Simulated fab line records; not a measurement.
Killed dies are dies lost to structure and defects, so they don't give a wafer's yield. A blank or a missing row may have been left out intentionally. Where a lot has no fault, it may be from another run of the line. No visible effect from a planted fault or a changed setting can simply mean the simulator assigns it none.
Matching of chambers + flow sfq line + SFQ_TRILAYER_I4_CMP_CMP_100 on cmp-02: 4 sister chambers
The step polishes SiO2. 18 wafers are shown with their chamber, then 9 later ones without.

WAFERS, EACH WITH ITS CHAMBER
| wafer  | chamber | motor current A (A) | time to endpoint s (s) |
|--------|---------|---------------------|------------------------|
| L764.1 | 1       | 11.9                | 203                    |
| L764.5 | 3       | 9.3                 | 215                    |
| L764.6 | 2       | 11.2                | 211                    |
| L765.2 | 3       | 9.1                 | 216                    |
| L765.3 | 2       | 11.1                | 216                    |
| L765.4 | 0       | 8.8                 | 216                    |
| L774.3 | 2       | 11.0                | 197                    |
| L774.4 | 1       | 11.6                | 197                    |
| L774.1 | 0       | 8.7                 | 196                    |
| L776.2 | 2       | 11.0                | 204                    |
| L776.1 | 1       | 11.8                | 208                    |
| L776.4 | 0       | 9.0                 | 216                    |
| L777.4 | 0       | 9.0                 | 216                    |
| L777.5 | 0       | 8.2                 | 213                    |
| L777.6 | 1       | 11.9                | 217                    |
| L782.1 | 3       | 9.3                 | 213                    |
| L782.3 | 2       | 11.2                | 204                    |
| L782.6 | 1       | 11.5                | 212                    |

SIGNATURES (means of the wafers above)
| reading            | chamber 0 | chamber 1 | chamber 2 | chamber 3 | scatter within a chamber |
|--------------------|-----------|-----------|-----------|-----------|--------------------------|
| motor current A    | 8.740     | 11.740    | 11.100    | 9.233     | 0.212                    |
| time to endpoint s | 211.40    | 207.40    | 206.40    | 214.67    | 7.38                     |
Rule: a wafer's distance from a chamber is the root of the sum, over the readings, of the square of ((its reading less the chamber's mean) divided by the reading's scatter). The wafer belongs to the nearest chamber; if the next one is less than 2 further off, it can't be placed. The scatter: the root of (the sum of the squares of (reading less its chamber's mean) over the shown wafers, divided by (wafers less chambers)).

WAFERS WHOSE CHAMBER IS MISSING
| wafer  | motor current A (A) | time to endpoint s (s) |
|--------|---------------------|------------------------|
| L783.3 | 11.4                | 206                    |
| L783.5 | 8.8                 | 213                    |
| L783.6 | 9.2                 | 212                    |
| L785.4 | 9.1                 | 222                    |
| L785.5 | 11.5                | 218                    |
| L785.6 | 9.7                 | 219                    |
| L786.2 | 11.5                | 214                    |
| L786.5 | 9.4                 | 215                    |
| L786.6 | 10.6                | 225                    |

THE CHAMBER EACH PASSED THROUGH
| wafer  | from the rows above     | in truth |
|--------|-------------------------|----------|
| L783.3 | can't be placed: 2 or 1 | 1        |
| L783.5 | can't be placed: 0 or 3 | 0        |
| L783.6 | can't be placed: 3 or 0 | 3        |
| L785.4 | can't be placed: 3 or 0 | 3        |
| L785.5 | can't be placed: 1 or 2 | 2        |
| L785.6 | 3                       | 3        |
| L786.2 | can't be placed: 1 or 2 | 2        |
| L786.5 | 3                       | 3        |
| L786.6 | 2                       | 2        |
Correctly placed: 3 of 9. Not placeable from these rows: 6 (in 6, the candidates include the true chamber). 0 placed wrongly.
